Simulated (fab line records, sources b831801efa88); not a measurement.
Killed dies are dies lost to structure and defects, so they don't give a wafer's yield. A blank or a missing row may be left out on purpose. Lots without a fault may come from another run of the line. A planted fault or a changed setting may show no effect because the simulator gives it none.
Which tool did it? | flow gf180mcu | 11 lots, 31 wafers sampled, at 4 steps of a route of 602

WHAT THE GAUGES READ, wafer by wafer
GF_V5_RS_MEAS_24: measures by four-point-probe.
lot  | measured     | on            | V5_W_RS (ohm/sq)
L492 | day 27 03:20 | film_metro-02 | 0.328 0.321 0.322
L493 | day 27 07:17 | film_metro-02 | 0.325 0.324 0.325
L496 | day 28 11:25 | film_metro-04 | 0.329 0.336 0.326
L500 | day 29 18:51 | film_metro-04 | 0.330 0.324 0.326
L502 | day 30 08:25 | film_metro-02 | 0.328 0.326 0.326
L503 | day 30 15:38 | film_metro-02 | 0.328 0.328 0.326
L504 | day 30 20:25 | film_metro-02 | 0.322 0.331 0.329
L506 | day 31 08:10 | film_metro-02 | 0.541 0.527 0.541 0.527
L508 | day 31 18:10 | film_metro-02 | 0.541 0.539 0.541 0.540
L513 | day 33 08:26 | film_metro-02 | 0.324 0.322 0.324
L514 | day 33 11:24 | film_metro-03 | 0.328 0.326 0.326

WHICH TOOL RAN EACH LOT (tool, then ch and the chambers of the sampled wafers, then the start)
lot  | GF_MIM_SPUTTER_01            | GF_MIM_STRIP_20                      | GF_V5_CVD_23
L492 | pvd_sputter-02, day 24 10:34 | plasma_asher-01 ch 0,1, day 25 07:35 | cvd_w-02 ch 0,1, day 27 03:13
L493 | pvd_sputter-03, day 24 14:05 | plasma_asher-01 ch 0,1, day 25 11:29 | cvd_w-01 ch 0, day 27 07:10
L496 | pvd_sputter-03, day 25 20:03 | plasma_asher-01 ch 0,1, day 26 16:55 | cvd_w-02 ch 0,1, day 28 11:18
L500 | pvd_sputter-02, day 27 05:30 | plasma_asher-01 ch 0,1, day 28 01:41 | cvd_w-02 ch 0,1, day 29 18:44
L502 | pvd_sputter-03, day 27 19:43 | plasma_asher-03 ch 0,1, day 28 14:47 | cvd_w-02 ch 0,1, day 30 08:18
L503 | pvd_sputter-02, day 28 04:33 | plasma_asher-01 ch 0,1, day 28 23:41 | cvd_w-01 ch 0,1, day 30 15:30
L504 | pvd_sputter-03, day 28 09:45 | plasma_asher-04 ch 0, day 29 04:53   | cvd_w-01 ch 0,1, day 30 20:17
L506 | pvd_sputter-02, day 28 22:12 | plasma_asher-01 ch 0,1, day 29 16:37 | cvd_w-02 ch 0,1, day 31 08:04
L508 | pvd_sputter-03, day 29 09:20 | plasma_asher-04 ch 0, day 30 04:08   | cvd_w-02 ch 0,1, day 31 18:04
L513 | pvd_sputter-03, day 31 03:41 | plasma_asher-04 ch 0,1, day 31 21:02 | cvd_w-01 ch 0,1, day 33 08:18
L514 | pvd_sputter-01, day 31 06:37 | plasma_asher-03 ch 0,1, day 32 00:35 | cvd_w-01 ch 0,1, day 33 11:17
- GF_MIM_SPUTTER_01: material TiN, target thk 30 nm, time 25 s.
- GF_MIM_STRIP_20: strips in O2/N2.
- GF_V5_CVD_23: deposits W, target thk 350 nm, time 104.9 s.

THE ANSWER, worked out from the rows above alone
Rule: what is usual is taken from the lots themselves. Put in order of their means at a reading, lots are off if they are a third of the lots or fewer, leave a main group of 4 or more, and stand apart from it by a gap of 3 or more times the standard deviation of the main group's means; of several such gaps the widest counts. A main group whose means are all the same, to the digits that the tables above print for the reading, isn't used. A lot without any number at a reading at which 4 lots or more have one is off too. The other lots that the step has rows for count as sound.
Off: L506, L508, at GF_V5_RS_MEAS_24 (V5_W_RS). The main group: mean 0.326 ohm/sq, standard deviation 0.002.
A tool fits if, at a process step before that reading, it ran every lot that is off, and no sound lot after the first of them. The gauges at GF_V5_RS_MEAS_24 are tried like those tools. One fits: cvd_w-02 at GF_V5_CVD_23. Its last sound lot is L502 (day 30 08:18), its first lot that is off L506 (day 31 08:04): a fault that began between those two fits.

WHAT THE SIMULATOR HAD PUT IN
Process parameter drift: cvd_w-02, from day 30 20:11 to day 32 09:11, at GF_V5_CVD_23. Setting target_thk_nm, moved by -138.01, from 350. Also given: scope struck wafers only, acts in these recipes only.
Lots struck among those shown: L506, L508. The rule above found the same.
